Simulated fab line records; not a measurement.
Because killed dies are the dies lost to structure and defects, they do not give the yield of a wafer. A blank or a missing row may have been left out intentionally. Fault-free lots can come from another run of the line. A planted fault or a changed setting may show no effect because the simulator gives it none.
Problem report, 8D (eight disciplines) form, completed by code	flow gf180mcu	the parts of the form that need people (team, actions taken, sign-off) are left out

1. THE ISSUE
dose ions cm2 at GF_MVPSD_IMPLANT_09 reads a mean of 5e+12 on 9 wafers of 3 lots; wafers without a fault read 5e+12 with a standard deviation of 5.2e+09. Relative to the usual mean, that is a shift of -15 standard deviations.
First seen on wafer L430.2, day 5 22:30, on implanter-04. The record holds 45 wafers of 15 lots with a number at this step. By rule, "out" or "out of limits" means more than 4 standard deviations away from the usual mean. Any other wafer with a number is counted as sound.

2. WHAT THIS IS AND IS NOT
question	is	is not
which readings at this step	dose ions cm2	beam energy keV
which lots	L430, L431, L432	L428, L429, L433, L438, L440, L442, L443, L444, L446, L447, L449, L451
which wafers of those lots	all that have a number	-
read on which tools	implanter-04	implanter-02, implanter-03
when	from day 5 22:30	up to then (6 sound wafers); but 30 sound wafers of L433, L438, L440, L442, L443, L444, L446, L447, L449, L451 came after

3. SUSPECTS, AND WHAT RULES EACH OUT
Counting: any tool at a process step up to the reading is kept as a suspect provided that every lot that is out went through it and no sound lot did after the first of them.
- implanter-04 at GF_MVPSD_IMPLANT_09: ruled out as a lasting fault. The sound lots L443, L447, L451 went through it after L430, its earliest lot that is out (day 5 22:30).
Left after counting: nothing in the record.

4. THE CAUSE (what the simulator had put in)
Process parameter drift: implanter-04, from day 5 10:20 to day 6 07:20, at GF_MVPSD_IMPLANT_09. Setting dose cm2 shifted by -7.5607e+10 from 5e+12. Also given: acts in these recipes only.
Counting ruled it out, wrongly.

5. SEQUENCE OF EFFECTS, ordered by route
Rows list readings where the struck wafers' mean (over those with a number) sits beyond 3 standard deviations from the usual. Scope: only readings with a usual standard deviation given in the record; hours: median across lots of the time from each lot's start at the first step in this table that gives one to its start at this step; sigmas: change in usual standard deviations.
hours	step	reading	usual	on struck wafers	change	sigmas
0	GF_MVPSD_IMPLANT_09	dose ions cm2	5e+12	5e+12	-8e+10	-15
Its process steps:
- GF_MVPSD_IMPLANT_09
Later steps that measure or inspect, where all struck wafers having a row at the step show a number for every such reading and not one has moved that far: GF_V1_THK_MEAS_01, GF_M2_THK_MEAS_06.

6. WHAT WOULD HAVE CAUGHT IT SOONER
The fault began at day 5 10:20; the first out-of-limits reading in this record came at day 5 22:30, 12 hours later.
